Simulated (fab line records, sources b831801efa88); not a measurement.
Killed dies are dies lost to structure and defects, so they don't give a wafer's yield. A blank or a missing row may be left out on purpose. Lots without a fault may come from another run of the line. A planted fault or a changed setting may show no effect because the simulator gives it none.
fab line records | flow sky130
record lots=6 wafers=18 last_day=50
route steps=708 shown CONTACT@424 METAL1@434 PAD_OPEN@708
lots that met no fault: from a run of the same line without faults
start_h: hours from the record's first day to the start of the lot's first wafer shown | wait_h: hours since the lot's step before | " the same as in the row above | L1.1+2: a row that stands for several wafers | - no value, or no start given | * or withheld: withheld | < > ~ a bound
route shown NAME@n: a module of which the file shows steps, and the number in the route of the first | usual: mean/standard deviation of fault-free wafers | same: alike in all rows | chamber/n: place in a boat | sites: the reading at each site | _std_site: their standard deviation | _edge_site: outer sites' mean less inner sites' | radius_mm: how far each site lies from the wafer's centre | mask NAME#n: copy n | behind: the tool/chamber that last shaped the wafer | hold: why the lot was held/for how many hours/how that ended | device: the transistor (n, p or np) that didn't switch | end of line: the same wafers' tests at the end of the route | a step without rows: its recipe alone | killed: dies lost to structure and defects at the first sort, not the wafer's yield | map: a wafer's dies, x killed, . not, _ none there
set.NAME: the setting as run; set.NAME@STEP: as run at that earlier step | model.NAME: the simulator's own value behind a step, which no gauge read
lots at some steps of the route; a table a step, a row a wafer
services: from which hour (start_h, from the record's first day; less than 0 if before it) a tool's chamber was out of use, for how many hours, and why
## steps
# step SKY_CONTACT_ETCH_18
# recipe target=Si3N4 chemistry=CHF3/O2 stop_on=TiN source_w=600 bias_w=200 pressure_mtorr=40 chf3_flow_sccm=50 O2_flow_sccm=5 time_s=39 target_depth_a=750
# usual drypump_motor_current_A=5.8/0.33 oes_product_au=0.855/0.0081 throttle_valve_pct=8.793/0.0086
# same time_s=39
# columns lot.wafer tool chamber start_h wait_h drypump_motor_current_A oes_product_au rf_hours_counter_h throttle_valve_pct
L482.3 rie_diel-03 1 - - 6.2 0.857 5 8.803
L482.4 " 3 " " 5.7 0.855 15 8.802
L482.5 " 3 " " 5.8 0.875 - 8.806
L484.3 rie_diel-01 1 - - 5.8 0.858 15 8.800
L484.5 " 2 " " 6.0 0.860 - 8.781
L484.6 " 3 " " 5.6 0.849 - 8.789
L495.3 rie_diel-03 0 - - 6.2 0.853 9 8.782
L495.5 " 2 " " 5.6 0.852 - 8.792
L495.6 " 3 " " 5.8 0.855 - 8.797
L496.1 rie_diel-03 2 - - 5.7 0.846 15 8.797
L496.2 " 0 " " 6.2 0.847 9 8.787
L496.6 " 1 " " 6.1 0.863 - 8.804
L499.1 rie_diel-04 0 - - 5.0 0.848 9 8.773
L499.3 " 1 " " 5.5 0.851 11 8.787
L499.6 " 3 " " 5.1 0.856 - 8.789
L500.1 rie_diel-01 0 - - 5.7 0.857 7 8.782
L500.2 " 1 " " 5.8 0.852 18 8.801
L500.5 " 0 " " 5.7 0.861 - 8.784
# step SKY_CONTACT_STRIP_19
# recipe chemistry=O2/N2 power_w=1400 pressure_mtorr=1500 platen_temp_c=withheld o2_flow_sccm=3000 n2_flow_sccm=300 overash_fraction=0.5
# usual drypump_motor_current_A=5.7/0.35 oes_product_au=0.380/0.0042 strip_time_to_endpoint_s=3.616/0.024
# columns lot.wafer tool chamber start_h wait_h drypump_motor_current_A oes_product_au rf_hours_counter_h strip_time_to_endpoint_s
L482.3 plasma_asher-02 0 800.48 - 5.8 0.373 - 3.595
L482.4 " 1 " " 5.9 0.378 - 3.589
L482.5 " 1 " " 5.9 0.378 - 3.612
L484.3 plasma_asher-03 0 816.98 - 4.9 0.388 - 3.652
L484.5 " 0 " " 4.9 0.380 - 3.639
L484.6 " 1 " " 6.0 0.374 - 3.602
L495.3 plasma_asher-02 0 877.38 - 5.8 0.380 - 3.627
L495.5 " 1 " " 5.9 0.380 - 3.617
L495.6 " 0 " " 5.8 0.378 - 3.610
L496.1 plasma_asher-02 0 881.95 - 5.8 0.382 44 3.618
L496.2 " 1 " " 5.9 0.386 44 3.606
L496.6 " 1 " " 5.9 0.380 - 3.564
L499.1 plasma_asher-02 1 902.35 - 5.9 0.383 45 3.582
L499.3 " 1 " " 5.9 0.381 - 3.596
L499.6 " 0 " " 5.8 0.382 - 3.567
L500.1 plasma_asher-01 0 904.83 - 5.3 0.374 17 3.650
L500.2 " 1 " " 5.9 0.379 17 3.674
L500.5 " 1 " " 5.9 0.385 - 3.657
# step SKY_CONTACT_STRIP_20
# recipe chemistry=post_etch_residue_remover time_s=1200 temp_c=72.5
# step SKY_CONTACT_CLEAN_21
# recipe chemistry=IPA time_s=180 temp_c=25
# step SKY_CONTACT_CLEAN_22
# recipe chemistry=O3/DIW dry=n2_spin
# step SKY_CONTACT_SPUTTER_23
# recipe material=TiN target_thk_nm=20 chamber_pressure_pa=5 power_w=4000 time_s=80
# step SKY_CONTACT_CVD_24
# recipe material=W target_thk_nm=340 time_s=102.12 temp_c=400 pressure_torr=40
# step SKY_CONTACT_RS_MEAS_25
# recipe thk_meas_gauge=four-point-probe reads=W_of_CONTACT_CVD_24+TiN_of_CONTACT_SPUTTER_23
# usual CONTACT_W_RS=0.336/0.0047
# columns lot.wafer tool chamber start_h wait_h CONTACT_W_RS[ohm/sq]
L482.3 film_metro-03 - 801.25 0.1 0.335
L482.4 " - " " 0.343
L482.5 " - " " 0.340
L484.3 film_metro-04 - 817.75 0.1 0.336
L484.5 " - " " 0.341
L484.6 " - " " 0.345
L495.3 film_metro-03 - 878.15 0.1 0.340
L495.5 " - " " 0.339
L495.6 " - " " 0.330
L496.1 film_metro-01 - 882.74 0.1 0.343
L496.2 " - " " 0.335
L496.6 " - " " 0.341
L499.1 film_metro-04 - 903.12 0.1 0.337
L499.3 " - " " 0.343
L499.6 " - " " 0.343
L500.1 film_metro-03 - 905.61 0.1 0.338
L500.2 " - " " 0.344
L500.5 " - " " 0.339
# step SKY_CONTACT_THK_MEAS_26
# recipe thk_meas_gauge=xrf reads=W_of_CONTACT_CVD_24
# usual CONTACT_W_THK=347/5.9
# columns lot.wafer tool chamber start_h wait_h CONTACT_W_THK[nm]
L482.3 film_metro-03 - 801.35 0.1 349
L482.4 " - " " 341
L482.5 " - " " 343
L484.3 film_metro-04 - 817.85 0.1 342
L484.5 " - " " 339
L484.6 " - " " 334
L495.3 film_metro-03 - 878.25 0.1 345
L495.5 " - " " 349
L495.6 " - " " 358
L496.1 film_metro-01 - 882.86 0.1 342
L496.2 " - " " 351
L496.6 " - " " 344
L499.1 film_metro-04 - 903.24 0.1 342
L499.3 " - " " 336
L499.6 " - " " 334
L500.1 film_metro-03 - 905.73 0.1 344
L500.2 " - " " 339
L500.5 " - " " 346
# step SKY_CONTACT_CMP_27
# recipe stop_on=SiO2 t_overpolish_s=15 down_force_psi=3.5 platen_rpm=60 target_thk_nm=0 pad_velocity_m_s=0.94248
# step SKY_METAL1_SPUTTER_00
# recipe material=Ti target_thk_nm=15 power_w=3000 time_s=10 chamber_pressure_pa=0.4
# usual chamber_pressure_pa=0.3999/0.00078 throttle_valve_pct=30.1/0.63
# same time_s=10
# columns lot.wafer tool chamber start_h wait_h chamber_pressure_pa throttle_valve_pct
L482.3 pvd_sputter-04 - 801.69 0.1 0.3993 30.6
L482.4 " - " " 0.3991 30.5
L482.5 " - " " 0.4004 30.3
L484.3 pvd_sputter-02 - 818.19 0.1 0.3987 29.1
L484.5 " - " " 0.3998 29.7
L484.6 " - " " 0.3992 29.8
L495.3 pvd_sputter-02 - 878.59 0.2 0.3987 29.6
L495.5 " - " " 0.3988 29.4
L495.6 " - " " 0.3989 30.0
L496.1 pvd_sputter-02 - 883.22 0.2 0.3992 29.1
L496.2 " - " " 0.3998 29.8
L496.6 " - " " 0.3996 29.8
L499.1 pvd_sputter-04 - 903.60 0.2 0.4011 30.0
L499.3 " - " " 0.4002 30.4
L499.6 " - " " 0.4022 29.8
L500.1 pvd_sputter-04 - 906.09 0.2 0.4004 30.8
L500.2 " - " " 0.3995 30.2
L500.5 " - " " 0.3991 30.2
# step SKY_METAL1_SPUTTER_01
# recipe material=TiN target_thk_nm=20 power_w=6500 time_s=16.7 chamber_pressure_pa=0.4
# step SKY_METAL1_SPUTTER_02
# recipe material=AlCu target_thk_nm=250 power_w=10600 time_s=13.3 chamber_pressure_pa=0.4
# usual chamber_pressure_pa=0.4000/0.00071 throttle_valve_pct=30.1/0.62
# same time_s=13.3
# columns lot.wafer tool chamber start_h wait_h chamber_pressure_pa throttle_valve_pct model.AlCu_of_METAL1_SPUTTER_02.thk_nm
L482.3 pvd_sputter-04 - 801.74 0.0 0.4000 31.1 247.1
L482.4 " - " " 0.3996 30.3 248.3
L482.5 " - " " 0.4004 30.1 247.9
L484.3 pvd_sputter-02 - 818.24 0.0 0.3995 29.1 249.2
L484.5 " - " " 0.3995 30.0 249.4
L484.6 " - " " 0.4007 29.6 249.2
L495.3 pvd_sputter-02 - 878.64 0.0 0.4448 28.1 247.5
L495.5 " - " " 0.4454 27.9 243.2
L495.6 " - " " 0.4451 28.1 245.9
L496.1 pvd_sputter-02 - 883.27 0.0 0.4465 27.7 244.3
L496.2 " - " " 0.4455 28.1 241.3
L496.6 " - " " 0.4467 28.1 243.2
L499.1 pvd_sputter-04 - 903.65 0.0 0.3995 30.0 251.9
L499.3 " - " " 0.3994 30.5 250.6
L499.6 " - " " 0.4000 30.0 251
L500.1 pvd_sputter-04 - 906.14 0.0 0.4006 30.9 251.5
L500.2 " - " " 0.3986 30.6 253.8
L500.5 " - " " 0.4001 30.3 252.1
# step SKY_METAL1_SPUTTER_03
# recipe material=Ti target_thk_nm=5 power_w=3000 time_s=3.3 chamber_pressure_pa=0.4
# usual chamber_pressure_pa=0.4000/0.00081 throttle_valve_pct=30.2/0.64
# same time_s=3.3
# columns lot.wafer tool chamber start_h wait_h chamber_pressure_pa throttle_valve_pct
L482.3 pvd_sputter-04 - 801.77 0.0 0.4004 31.0
L482.4 " - " " 0.4009 30.4
L482.5 " - " " 0.4001 30.3
L484.3 pvd_sputter-02 - 818.27 0.0 0.4008 29.4
L484.5 " - " " 0.3997 30.0
L484.6 " - " " 0.4002 29.3
L495.3 pvd_sputter-02 - 878.67 0.0 0.4003 29.9
L495.5 " - " " 0.4004 29.5
L495.6 " - " " 0.3996 29.9
L496.1 pvd_sputter-02 - 883.30 0.0 0.4009 29.6
L496.2 " - " " 0.4002 29.4
L496.6 " - " " 0.3999 29.7
L499.1 pvd_sputter-04 - 903.67 0.0 0.4007 30.1
L499.3 " - " " 0.4003 30.5
L499.6 " - " " 0.3996 29.6
L500.1 pvd_sputter-04 - 906.16 0.0 0.4008 30.9
L500.2 " - " " 0.4017 30.5
L500.5 " - " " 0.4019 30.6
# step SKY_METAL1_SPUTTER_04
# recipe material=TiN target_thk_nm=70 power_w=6500 time_s=58.3 chamber_pressure_pa=0.4
# step SKY_METAL1_RS_MEAS_05
# recipe thk_meas_gauge=four-point-probe reads=TiN_of_METAL1_SPUTTER_04+Ti_of_METAL1_SPUTTER_03+AlCu_of_METAL1_SPUTTER_02+TiN_of_METAL1_SPUTTER_01+Ti_of_METAL1_SPUTTER_00
# usual METAL1_ALCU_RS=0.1269/0.00098
# columns lot.wafer tool chamber start_h wait_h METAL1_ALCU_RS[ohm/sq]
L482.3 film_metro-03 - 801.87 0.1 0.1287
L482.4 " - " " 0.1275
L482.5 " - " " 0.1278
L484.3 film_metro-03 - 818.37 0.1 0.1272
L484.5 " - " " 0.1270
L484.6 " - " " 0.1271
L495.3 film_metro-03 - 878.77 0.1 0.1292
L495.5 " - " " 0.1315
L495.6 " - " " 0.1299
L496.1 film_metro-03 - 883.36 0.0 0.1306
L496.2 " - " " 0.1324
L496.6 " - " " 0.1316
L499.1 film_metro-04 - 903.74 0.0 0.1258
L499.3 " - " " 0.1265
L499.6 " - " " 0.1265
L500.1 film_metro-02 - 906.23 0.0 0.1260
L500.2 " - " " 0.1251
L500.5 " - " " 0.1258
# step SKY_METAL1_THK_MEAS_06
# recipe thk_meas_gauge=xrf reads=AlCu_of_METAL1_SPUTTER_02
# usual METAL1_ALCU_THK=251.2/2
# columns lot.wafer tool chamber start_h wait_h METAL1_ALCU_THK[nm]
L482.3 film_metro-03 - 801.97 0.1 251.5
L482.4 " - " " 250.1
L482.5 " - " " 250.5
L484.3 film_metro-03 - 818.47 0.1 249.0
L484.5 " - " " 251.0
L484.6 " - " " 253.0
L495.3 film_metro-03 - 878.87 0.1 246.7
L495.5 " - " " 242.8
L495.6 " - " " 245.6
L496.1 film_metro-03 - 883.48 0.1 246.2
L496.2 " - " " 244.0
L496.6 " - " " 243.6
L499.1 film_metro-04 - 903.86 0.1 254.2
L499.3 " - " " 253.3
L499.6 " - " " 252.2
L500.1 film_metro-02 - 906.35 0.1 251.8
L500.2 " - " " 254.5
L500.5 " - " " 253.3
# step SKY_METAL1_DEHYDRATE_07
# recipe temp_c=200 time_s=60
# step SKY_METAL1_HMDS_08
# recipe prime_time_s=60 prime_temp_c=120
# step SKY_METAL1_COAT_09
# recipe resist=BARC temp_c=withheld time_s=withheld spin_rpm=3000 resist_thk_nm=60
# step SKY_METAL1_COAT_10
# recipe resist=KrF-thick spin_rpm=3000 resist_thk_nm=450
# step SKY_METAL1_SOFTBAKE_11
# recipe temp_c=100 time_s=90 resist=KrF-thick
# step SKY_METAL1_EXPOSE_12
# recipe mask_id=MM1 na=0.8 source_shape=annular sigma_inner=0.55 sigma_outer=0.85 target_cd_nm=140 dose_mj=28
# step SKY_METAL1_PEB_13
# recipe peb_temp_c=withheld peb_time_s=withheld resist=KrF-thick
# step SKY_METAL1_DEVELOP_14
# recipe develop_time_s=60 resist=KrF-thick dev_temp_c=21
# step SKY_METAL1_CD_MEAS_15
# recipe target_cd_nm=140
# usual cd_nm=139.7/1.5
# columns lot.wafer tool chamber start_h wait_h cd_nm
L482.3 cd_sem-02 - 828.32 - 139.0
L482.4 " - " " 139.0
L482.5 " - " " 138.4
L484.3 cd_sem-01 - 845.27 - 137.7
L484.5 " - " " 138.4
L484.6 " - " " 138.7
L495.3 cd_sem-02 - 904.65 - 139.9
L495.5 " - " " 140.1
L495.6 " - " " 141.6
L496.1 cd_sem-01 - 909.78 - 139.9
L496.2 " - " " 140.1
L496.6 " - " " 138.4
L499.1 cd_sem-01 - 929.06 - 139.9
L499.3 " - " " 139.6
L499.6 " - " " 140.7
L500.1 cd_sem-02 - 931.63 - 142.1
L500.2 " - " " 141.4
L500.5 " - " " 142.7
# step SKY_METAL1_OVL_MEAS_16
# usual METAL1_OVL=-5/6.4
# columns lot.wafer tool chamber start_h wait_h METAL1_OVL[nm]
L482.3 overlay-01 - 828.41 0.1 -5
L482.4 " - " " 3
L482.5 " - " " -1
L484.3 overlay-01 - 845.36 0.1 -13
L484.5 " - " " -13
L484.6 " - " " -5
L495.3 overlay-02 - 904.74 0.1 2
L495.5 " - " " 4
L495.6 " - " " -2
L496.1 overlay-02 - 909.93 0.1 -7
L496.2 " - " " -5
L496.6 " - " " -1
L499.1 overlay-02 - 929.18 0.1 -4
L499.3 " - " " -1
L499.6 " - " " -1
L500.1 overlay-02 - 931.75 0.1 -5
L500.2 " - " " -9
L500.5 " - " " -13
# step SKY_METAL1_DESCUM_17
# recipe chemistry=O2 source_power_w=150 bias_power_w=0 pressure_mtorr=10 temp_c=40 time_s=8
# step SKY_METAL1_ETCH_18
# recipe chemistry=N2/H2 target=BARC ion_energy_ev=200 bias_w=100 pressure_mtorr=30 n2_flow_sccm=100 h2_flow_sccm=200 icp_w=500 stop_on=SiO2 time_s=45.9 target_depth_a=600
# usual drypump_motor_current_A=5.8/0.46 oes_product_au=0.854/0.0048 throttle_valve_pct=13.224/0.0089
# same time_s=45.9
# columns lot.wafer tool chamber start_h wait_h drypump_motor_current_A oes_product_au rf_hours_counter_h throttle_valve_pct
L482.3 rie_metal-02 0 828.48 0.0 6.2 0.852 - 13.209
L482.4 " 1 " " 5.4 0.861 - 13.242
L482.5 " 1 " " 5.4 0.859 - 13.232
L484.3 rie_metal-02 0 845.43 0.0 6.1 0.851 - 13.231
L484.5 " 1 " " 5.4 0.847 - 13.209
L484.6 " 0 " " 6.1 0.847 - 13.218
L495.3 rie_metal-04 1 904.87 0.1 6.5 0.850 - 13.226
L495.5 " 1 " " 6.5 0.850 - 13.225
L495.6 " 1 " " 6.5 0.852 - 13.207
L496.1 rie_metal-02 0 909.99 0.0 6.2 0.854 9 13.207
L496.2 " 1 " " 5.3 0.847 11 13.225
L496.6 " 0 " " 6.2 0.845 - 13.239
L499.1 rie_metal-02 1 929.25 0.0 5.4 0.860 12 13.223
L499.3 " 0 " " 6.1 0.864 - 13.232
L499.6 " 1 " " 5.4 0.859 - 13.225
L500.1 rie_metal-04 1 931.81 0.0 6.5 0.848 7 13.219
L500.2 " 0 " " 5.7 0.846 1 13.215
L500.5 " 0 " " 5.7 0.858 - 13.221
# step SKY_METAL1_METAL_ETCH_19
# recipe target_depth_a=3600 stop_on=SiO2 over_etch_frac=0.3 time_s=78 chemistry=Cl2/BCl3 resist_sidewall_deg=88 pressure_mtorr=10 icp_w=900 bias_w=48.5 Cl2_flow_sccm=60 bcl3_flow_sccm=30
# usual drypump_motor_current_A=5.8/0.47 oes_product_au=0.854/0.0054 throttle_valve_pct=22.264/0.0089
# same time_s=78
# columns lot.wafer tool chamber start_h wait_h drypump_motor_current_A oes_product_au rf_hours_counter_h throttle_valve_pct model.etch.depth_nm model.METAL1.feature_depth_nm
L482.3 rie_metal-02 0 828.56 0.1 6.1 0.841 - 22.285 358.3 358.3
L482.4 " 1 " " 5.4 0.852 - 22.265 358.5 358.5
L482.5 " 1 " " 5.4 0.856 - 22.267 358.5 358.5
L484.3 rie_metal-02 0 845.51 0.1 6.1 0.858 - 22.262 359.9 359.9
L484.5 " 1 " " 5.4 0.854 - 22.253 359.9 359.9
L484.6 " 0 " " 6.1 0.864 - 22.264 360.4 360.4
L495.3 rie_metal-04 1 905.02 0.1 6.5 0.856 - 22.266 358.9 358.9
L495.5 " 1 " " 6.5 0.849 - 22.271 354.5 354.5
L495.6 " 1 " " 6.5 0.849 - 22.252 356.1 356.1
L496.1 rie_metal-02 0 910.06 0.0 6.1 0.849 9 22.247 355.9 355.9
L496.2 " 1 " " 5.3 0.847 12 22.264 352.8 352.8
L496.6 " 0 " " 6.2 0.849 - 22.253 354.1 354.1
L499.1 rie_metal-02 1 929.31 0.0 5.4 0.856 12 22.258 361.3 361.3
L499.3 " 0 " " 6.1 0.852 - 22.259 359.8 359.8
L499.6 " 1 " " 5.4 0.857 - 22.267 360.9 360.9
L500.1 rie_metal-04 1 931.88 0.0 6.4 0.857 7 22.275 362.4 362.4
L500.2 " 0 " " 5.7 0.858 1 22.269 363.7 363.7
L500.5 " 0 " " 5.7 0.859 - 22.256 362.3 362.3
# step SKY_METAL1_STRIP_20
# recipe chemistry=O2/N2 power_w=1400 pressure_mtorr=1500 platen_temp_c=withheld o2_flow_sccm=3000 n2_flow_sccm=300 overash_fraction=0.5
# step SKY_PAD_OPEN_PROBE_99
# usual defect_limited_yield=82.2/1.8 killed_at_M0_to_M3=44/6 killed_at_M4_up=3.3/2.1 killed_at_contacts=25/5.5 killed_at_front_end=15/4.3 killed_dies=88/9.1 killed_open=48/6.6 killed_short=39/6.7 sort_bin_3_pad_short=0.9/0.4 sort_bin_5_function=10.4/1.5 sort_bin_6_memory=6.5/1.1 sort_n_pass=404/9.1 sort_yield_pct=82.2/1.8
# same gross_dies=492 killed_at_back_side=0 killed_at_other=0 sort_bin_4_leakage[%]=0 sort_bin_8_speed[%]=0
# columns lot.wafer tool chamber start_h wait_h defect_limited_yield[%] killed_at_M0_to_M3 killed_at_M4_up killed_at_contacts killed_at_front_end killed_dies killed_open killed_short sort_bin_3_pad_short[%] sort_bin_5_function[%] sort_bin_6_memory[%] sort_n_pass sort_yield_pct[%] model.etest.met1.rs_ohm_sq
L482.3 prober-02 - 1130.20 0.2 82.3 43 7 20 17 87 55 32 0.8 9.8 7.1 405 82.3 0.1289
L482.4 prober-02 - 1130.25 0.2 83.7 36 9 17 18 80 42 38 0.4 10.2 5.7 412 83.7 0.1313
L482.5 prober-02 - 1130.30 0.2 82.5 37 4 28 17 86 55 31 1.8 9.3 6.3 406 82.5 0.1308
L484.3 prober-01 - 1135.98 0.2 86.4 36 0 21 10 67 35 32 0.8 8.3 4.5 425 86.4 0.1306
L484.5 prober-01 - 1136.08 0.2 81.9 48 4 19 18 89 45 43 0.6 10.6 6.9 403 81.9 0.1286
L484.6 prober-01 - 1136.13 0.2 83.3 51 3 20 8 82 40 42 0.8 9.3 6.5 410 83.3 0.1303
L495.3 prober-02 - 1185.26 0.2 81.1 45 5 28 15 93 48 45 0.6 10.6 7.7 399 81.1 0.1305
L495.5 prober-02 - 1185.36 0.2 83.7 45 6 20 9 80 43 37 0.6 11.2 4.5 412 83.7 0.1315
L495.6 prober-02 - 1185.41 0.2 81.9 41 5 29 14 89 50 39 0.6 10.0 7.5 403 81.9 0.1299
L496.1 prober-01 - 1187.18 0.1 83.3 35 4 24 19 82 46 36 0.8 10.8 5.1 410 83.3 0.1305
L496.2 prober-01 - 1187.23 0.1 83.5 35 5 25 16 81 49 32 0.6 10.4 5.5 411 83.5 0.1343
L496.6 prober-01 - 1187.43 0.2 81.3 51 9 20 12 92 49 43 1.0 13.0 4.7 400 81.3 0.1321
L499.1 prober-02 - 1194.21 0.1 81.1 43 7 26 17 93 51 42 1.4 11.6 5.9 399 81.1 0.1291
L499.3 prober-02 - 1194.31 0.2 84.6 35 2 27 12 76 48 28 0.4 7.5 7.5 416 84.6 0.1286
L499.6 prober-02 - 1194.46 0.2 82.7 44 3 27 11 85 42 43 1.2 12.0 4.1 407 82.7 0.1273
L500.1 prober-01 - 1195.91 0.1 79.7 52 2 28 18 100 67 33 0.8 12.6 6.9 392 79.7 0.1283
L500.2 prober-01 - 1195.96 0.1 80.9 46 4 29 15 94 53 41 0.4 10.2 8.5 398 80.9 0.1257
L500.5 prober-01 - 1196.11 0.2 80.1 41 5 29 23 98 46 52 1.0 11.0 7.9 394 80.1 0.128
# killed by level:class
L482.3 VIA1:geometric_particle:open=13 LI_CONTACT:geometric_particle:open=9 VIA3:geometric_particle:open=8 POLY_GATE:geometric_particle:open=6 VIA2:geometric_particle:open=6 CONTACT:geometric_particle:open=5 METAL4:geometric_particle:short=5 FIELD_ISO:geometric_particle:short=4
L482.4 VIA1:geometric_particle:open=8 FIELD_ISO:geometric_particle:open=6 LI_CONTACT:geometric_particle:open=6 VIA3:geometric_particle:open=6 METAL4:geometric_particle:short=6 FIELD_ISO:geometric_particle:short=5 POLY_GATE:geometric_particle:short=4 CONTACT:geometric_particle:open=4
L482.5 CONTACT:geometric_particle:open=11 VIA1:geometric_particle:open=8 LI_CONTACT:geometric_particle:open=7 VIA2:geometric_particle:open=7 FIELD_ISO:geometric_particle:open=5 VIA3:geometric_particle:open=5 POLY_GATE:geometric_particle:open=4 VIA1:geometric_particle:short=4
L484.3 VIA1:geometric_particle:open=13 CONTACT:geometric_particle:short=9 VIA3:geometric_particle:short=6 CONTACT:geometric_particle:open=5 METAL2:geometric_particle:short=5 FIELD_ISO:geometric_particle:open=4 LI_CONTACT:geometric_particle:open=4 FIELD_ISO:geometric_particle:short=3
L484.5 VIA1:geometric_particle:open=12 VIA1:geometric_particle:short=8 VIA3:geometric_particle:open=7 POLY_GATE:geometric_particle:short=6 CONTACT:geometric_particle:open=6 LI_CONTACT:geometric_particle:open=6 METAL1:geometric_particle:short=6 FIELD_ISO:geometric_particle:short=5
L484.6 METAL1:geometric_particle:short=12 VIA2:geometric_particle:open=9 CONTACT:geometric_particle:short=8 CONTACT:geometric_particle:open=7 VIA1:geometric_particle:open=7 FIELD_ISO:geometric_particle:open=4 VIA2:geometric_particle:short=4 VIA3:geometric_particle:open=4
L495.3 CONTACT:geometric_particle:short=11 CONTACT:geometric_particle:open=10 VIA1:geometric_particle:open=8 VIA3:geometric_particle:open=8 LI_CONTACT:geometric_particle:open=6 VIA2:geometric_particle:open=6 VIA1:geometric_particle:short=5 METAL2:geometric_particle:short=5
L495.5 CONTACT:geometric_particle:open=10 METAL1:geometric_particle:short=9 VIA2:geometric_particle:open=6 VIA3:geometric_particle:open=6 VIA1:geometric_particle:open=5 LI_CONTACT:geometric_particle:open=4 LOCAL_INTERCONNECT:geometric_particle:short=4 METAL4:geometric_particle:short=4
L495.6 VIA1:geometric_particle:open=12 CONTACT:geometric_particle:open=11 VIA3:geometric_particle:open=9 POLY_GATE:geometric_particle:short=6 LI_CONTACT:geometric_particle:open=6 METAL1:geometric_particle:short=6 LOCAL_INTERCONNECT:geometric_particle:short=5 METAL3:geometric_particle:short=4
L496.1 VIA3:geometric_particle:open=10 CONTACT:geometric_particle:open=8 LI_CONTACT:geometric_particle:open=6 VIA1:geometric_particle:open=6 FIELD_ISO:geometric_particle:short=5 FIELD_ISO:geometric_particle:open=4 POLY_GATE:geometric_particle:short=4 LOCAL_INTERCONNECT:geometric_particle:short=4
L496.2 CONTACT:geometric_particle:open=10 VIA1:geometric_particle:open=10 POLY_GATE:geometric_particle:open=6 METAL1:geometric_particle:short=6 LI_CONTACT:geometric_particle:open=6 METAL2:geometric_particle:short=6 VIA2:geometric_particle:open=5 VIA3:geometric_particle:open=4
L496.6 VIA1:geometric_particle:open=12 CONTACT:geometric_particle:open=8 METAL1:geometric_particle:short=8 VIA3:geometric_particle:open=7 LI_CONTACT:geometric_particle:open=6 VIA1:geometric_particle:short=6 METAL4:geometric_particle:short=6 FIELD_ISO:geometric_particle:open=5
L499.1 VIA2:geometric_particle:open=11 CONTACT:geometric_particle:open=11 VIA1:geometric_particle:open=8 POLY_GATE:geometric_particle:short=6 VIA3:geometric_particle:open=6 LOCAL_INTERCONNECT:geometric_particle:short=6 METAL4:geometric_particle:short=5 POLY_GATE:geometric_particle:open=4
L499.3 CONTACT:geometric_particle:open=11 VIA1:geometric_particle:open=9 LI_CONTACT:geometric_particle:open=8 VIA2:geometric_particle:open=8 METAL2:geometric_particle:short=5 LOCAL_INTERCONNECT:geometric_particle:short=4 FIELD_ISO:geometric_particle:short=3 CONTACT:geometric_particle:short=3
L499.6 VIA3:geometric_particle:open=13 CONTACT:geometric_particle:open=10 LOCAL_INTERCONNECT:geometric_particle:short=6 METAL1:geometric_particle:short=6 VIA2:geometric_particle:open=5 CONTACT:geometric_particle:short=5 VIA1:geometric_particle:open=5 POLY_GATE:geometric_particle:short=4
L500.1 VIA1:geometric_particle:open=22 LI_CONTACT:geometric_particle:open=13 CONTACT:geometric_particle:open=9 FIELD_ISO:geometric_particle:open=7 VIA2:geometric_particle:open=6 VIA1:geometric_particle:short=5 VIA3:geometric_particle:open=5 FIELD_ISO:geometric_particle:short=4
L500.2 LI_CONTACT:geometric_particle:open=11 VIA1:geometric_particle:open=10 FIELD_ISO:geometric_particle:open=6 CONTACT:geometric_particle:open=6 VIA1:geometric_particle:short=6 METAL2:geometric_particle:short=5 VIA2:geometric_particle:open=5 FIELD_ISO:geometric_particle:short=4
L500.5 CONTACT:geometric_particle:open=12 VIA1:geometric_particle:open=9 METAL1:geometric_particle:short=8 FIELD_ISO:geometric_particle:open=6 CONTACT:geometric_particle:short=6 VIA1:geometric_particle:short=6 POLY_GATE:geometric_particle:open=5 POLY_GATE:geometric_particle:short=5
## services
# columns tool chamber start_h hours kind
plasma_asher-03 - 790.82 15.6 pm
pvd_sputter-04 0 811.75 - consumable_replace:kit
pvd_sputter-04 0 811.75 18.0 scheduled_down
pvd_sputter-04 0 811.75 18.0 vent_cycle
pvd_sputter-04 - 816.93 2.1 repair
rie_diel-03 - 827.23 15.6 pm
pvd_sputter-02 - 832.51 12.7 repair
rie_diel-03 1 853.16 3.9 repair
pvd_sputter-02 2 861.36 - consumable_replace:kit
pvd_sputter-02 2 861.36 18.0 scheduled_down
pvd_sputter-02 2 861.36 18.0 vent_cycle
rie_diel-04 0 870.78 6.5 repair
rie_diel-04 3 886.05 5.5 repair
rie_diel-01 3 890.51 11.8 repair
rie_metal-04 0 893.71 - clean
rie_metal-04 0 893.71 12.9 scheduled_down
rie_metal-04 0 893.71 12.9 vent_cycle
rie_metal-02 - 906.27 2.8 pm
rie_metal-02 1 917.11 2.6 repair
pvd_sputter-02 - 926.81 3.3 repair
rie_diel-01 - 929.51 2.8 pm
rie_diel-03 0 930.68 2.7 repair
## key
first_sign step=SKY_METAL1_SPUTTER_02 reading=chamber_pressure_pa direction=up sigmas=65 usual=0.4000 struck=0.4457
effect step=SKY_METAL1_SPUTTER_02 reading=throttle_valve_pct direction=down sigmas=3.4 usual=30.1 struck=28.0
effect step=SKY_METAL1_RS_MEAS_05 reading=METAL1_ALCU_RS direction=up sigmas=4 usual=0.1269 struck=0.1309
effect step=SKY_METAL1_THK_MEAS_06 reading=METAL1_ALCU_THK direction=down sigmas=3.3 usual=251.2 struck=244.8
model_effect step=SKY_METAL1_SPUTTER_02 value=AlCu_of_METAL1_SPUTTER_02.thk_nm without=250.1 struck=244.2
model_effect step=SKY_METAL1_METAL_ETCH_19 value=etch.depth_nm without=361.3 struck=355.4
model_effect step=SKY_PAD_OPEN_PROBE_99 value=etest.met1.rs_ohm_sq without=0.1283 struck=0.1315
met_at SKY_METAL1_SPUTTER_02
struck_wafers L495.3,L495.5,L495.6,L496.1,L496.2,L496.6
onset_between 818.24 878.64
fault kind=process_parameter_drift tool=pvd_sputter-02 chamber=- onset_h=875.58 steps=SKY_METAL1_SPUTTER_02 channel=chamber_pressure_pa offset=0.045863 shape=step end_h=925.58 acts_in=these_recipes_only stated=0.4
